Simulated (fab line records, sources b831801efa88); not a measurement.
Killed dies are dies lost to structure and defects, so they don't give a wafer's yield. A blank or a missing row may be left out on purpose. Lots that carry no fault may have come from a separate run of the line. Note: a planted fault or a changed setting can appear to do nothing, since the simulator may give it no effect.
Which tool was responsible? -- flow gf180mcu -- 42 wafers from 14 lots sampled at 4 of the route's 602 steps

## WHAT THE GAUGES SHOWED, per wafer
GF_CONTACT_CD_MEAS_14 targets a cd of 220 nm. Usual: cd_nm 220.0 nm, standard deviation 1.6.
lot,measured,on,cd_nm (nm),flag
L734,day 16 07:55,cd_sem-02,221.5 220.2 219.1,
L735,day 16 16:47,cd_sem-02,222.5 220.7 221.2,
L736,day 17 02:58,cd_sem-02,219.9 219.7 218.9,
L739,day 18 07:43,cd_sem-02,221.7 221.7 221.7,
L741,day 19 04:58,cd_sem-01,222.6 222.1 222.5,
L743,day 19 20:13,cd_sem-01,219.7 220.4 220.6,
L745,day 20 15:44,cd_sem-01,221.3 218.7 221.3,
L746,day 20 17:55,cd_sem-01,- - -,OFF
L747,day 21 09:03,cd_sem-02,- - -,OFF
L750,day 22 06:41,cd_sem-02,222.0 221.2 221.3,
L753,day 23 11:17,cd_sem-02,219.2 219.6 219.5,
L754,day 23 16:49,cd_sem-01,219.7 219.1 218.7,
L755,day 24 01:40,cd_sem-01,221.3 220.8 220.5,
L756,day 24 11:47,cd_sem-02,217.7 218.6 218.7,

## EACH LOT AND THE TOOL THAT RAN IT (in order: tool; ch and the chambers of the sampled wafers; start)
lot,GF_HV_LDD_STRIP_37,GF_HV_LDD_RTA_52,GF_CONTACT_PEB_12
L734,"plasma_asher-01 ch 0,1, day 11 20:10","rtp_anneal-02 ch 0, day 12 15:59","litho_track-01 ch 0, day 16 07:34"
L735,"plasma_asher-04 ch 0,1, day 12 02:36","rtp_anneal-01 ch 0, day 12 22:20","litho_track-02 ch 0, day 16 16:26"
L736,"plasma_asher-01 ch 0,1, day 12 11:04","rtp_anneal-01 ch 0, day 13 07:09","litho_track-03 ch 0, day 17 02:37"
L739,"plasma_asher-01 ch 1, day 13 12:13","rtp_anneal-01 ch 0, day 14 09:30","litho_track-01 ch 0, day 18 07:22"
L741,"plasma_asher-03 ch 0,1, day 14 06:55","rtp_anneal-02 ch 0, day 15 04:22","litho_track-01 ch 0, day 19 04:37"
L743,"plasma_asher-03 ch 0,1, day 14 20:58","rtp_anneal-02 ch 0, day 15 19:01","litho_track-02 ch 0, day 19 19:52"
L745,"plasma_asher-01 ch 0,1, day 15 08:28","rtp_anneal-02 ch 0, day 16 06:23","litho_track-03 ch 0, day 20 15:23"
L746,"plasma_asher-01 ch 0,1, day 15 17:14","rtp_anneal-01 ch 0, day 16 14:30","litho_track-01, day 20 17:34"
L747,"plasma_asher-04 ch 0,1, day 16 03:58","rtp_anneal-01 ch 0, day 17 02:52","litho_track-02, day 21 08:43"
L750,"plasma_asher-01 ch 0,1, day 17 00:43","rtp_anneal-02 ch 0, day 18 00:57","litho_track-02 ch 0, day 22 06:20"
L753,"plasma_asher-04 ch 0,1, day 18 04:30","rtp_anneal-01 ch 0, day 19 04:10","litho_track-02 ch 0, day 23 10:59"
L754,"plasma_asher-04 ch 0,1, day 18 10:43","rtp_anneal-02 ch 0, day 19 14:35","litho_track-01 ch 0, day 23 16:28"
L755,"plasma_asher-01 ch 1, day 18 21:11","rtp_anneal-01 ch 0, day 19 21:47","litho_track-01 ch 0, day 24 01:19"
L756,"plasma_asher-03 ch 0,1, day 19 07:21","rtp_anneal-02 ch 0, day 20 08:22","litho_track-01 ch 0, day 24 11:26"
- GF_HV_LDD_STRIP_37: strips in O2/N2.
- GF_HV_LDD_RTA_52: time 10 s.
- GF_CONTACT_PEB_12: peb time 90 s.

## AS READ BY THE TOOLS THEMSELVES (means over the sampled wafers that have a number; for cases with no such wafer, the mark the record gives instead)
GF_HV_LDD_STRIP_37. Usual: drypump_motor_current_A 5.8 A, standard deviation 0.36; heater_power_w 329 W, standard deviation 22; oes_product_au 0.715 a.u., standard deviation 0.0042; strip_time_to_endpoint_s 12.639 s, standard deviation 0.03.
lot,tool,drypump_motor_current_A (A),heater_power_w (W),oes_product_au (a.u.),strip_time_to_endpoint_s (s),flag
L734,plasma_asher-01,5.7,316,0.716,12.645,
L735,plasma_asher-04,5.6,334,0.713,12.649,
L736,plasma_asher-01,5.7,312,0.720,12.590,
L739,plasma_asher-01,6.0,330,0.718,12.650,
L741,plasma_asher-03,5.7,332,0.716,12.637,
L743,plasma_asher-03,6.0,363,0.713,12.621,
L745,plasma_asher-01,5.7,310,0.717,12.650,
L746,plasma_asher-01,5.9,319,0.713,12.602,
L747,plasma_asher-04,5.9,336,0.714,12.593,
L750,plasma_asher-01,5.7,310,0.718,12.650,
L753,plasma_asher-04,5.6,331,0.717,12.675,
L754,plasma_asher-04,6.0,336,0.717,12.662,
L755,plasma_asher-01,6.0,337,0.717,12.623,
L756,plasma_asher-03,5.7,336,0.712,12.675,

GF_HV_LDD_RTA_52. Usual: anneal_temp_c_max 1005.7, standard deviation 2; lamp_power_pct 37 %, standard deviation 3.3; wafer_temp_C_max 1004.9, standard deviation 0.96.
lot,tool,anneal_temp_c_max,lamp_power_pct (%),wafer_temp_C_max,flag
L734,rtp_anneal-02,1009.4,33,1005.5,
L735,rtp_anneal-01,1003.7,40,1004.5,
L736,rtp_anneal-01,1004.2,40,1004.8,
L739,rtp_anneal-01,1004.2,40,1003.6,
L741,rtp_anneal-02,1007.8,33,1005.0,
L743,rtp_anneal-02,1008.4,33,1004.9,
L745,rtp_anneal-02,1008.1,33,1005.7,
L746,rtp_anneal-01,1004.8,40,1005.2,
L747,rtp_anneal-01,1004.6,40,1004.7,
L750,rtp_anneal-02,1005.4,33,1006.4,
L753,rtp_anneal-01,1004.8,40,1005.0,
L754,rtp_anneal-02,1008.5,33,1005.3,
L755,rtp_anneal-01,1003.9,40,1005.0,
L756,rtp_anneal-02,1006.8,33,1005.1,

GF_CONTACT_PEB_12. Usual: chill_plate_temp_C 23.00 C, standard deviation 0.11; exhaust_pa 44.9 Pa, standard deviation 0.88; heater_power_total_W 85.71 W, standard deviation 0.078.
lot,tool,chill_plate_temp_C (C),exhaust_pa (Pa),heater_power_total_W (W),flag
L734,litho_track-01,22.99,44.4,85.74,
L735,litho_track-02,22.98,45.8,85.66,
L736,litho_track-03,22.97,46.0,85.70,
L739,litho_track-01,23.05,45.0,85.76,
L741,litho_track-01,23.09,44.7,85.73,
L743,litho_track-02,22.81,46.6,85.68,
L745,litho_track-03,22.90,44.8,85.79,
L746,litho_track-01,-,-,-,OFF
L747,litho_track-02,-,-,-,OFF
L750,litho_track-02,23.03,44.0,85.72,
L753,litho_track-02,23.07,45.3,85.76,
L754,litho_track-01,22.99,44.9,85.66,
L755,litho_track-01,23.02,45.0,85.75,
L756,litho_track-01,22.99,44.9,85.77,

## THE ANSWER, worked out from the rows above alone
Rule: lot off if the mean of its wafers having a number is beyond 3 standard deviations from the usual mean. A lot without any number at a reading at which 4 lots or more have one is off too. The other lots that the step has rows for count as sound. After the gauges, taken in route order, come the tools' own readings; for these a lot's mean is taken, as printed above. The first step at which some lot is off is used, and at that step the reading that is off furthest; a lot without a number counts as furthest.
Off, at GF_CONTACT_CD_MEAS_14 on cd_nm: L746, L747. Without a number there: L746, L747.
A tool fits if, at a process step before that reading, it ran every lot that is off, and no sound lot after the first of them. Not tried: the gauges at GF_CONTACT_CD_MEAS_14; whatever is off there is also off at GF_CONTACT_PEB_12, on other tools, and gauge error can't account for it. No candidate that was tried fits.

## WHAT THE SIMULATOR PUT IN
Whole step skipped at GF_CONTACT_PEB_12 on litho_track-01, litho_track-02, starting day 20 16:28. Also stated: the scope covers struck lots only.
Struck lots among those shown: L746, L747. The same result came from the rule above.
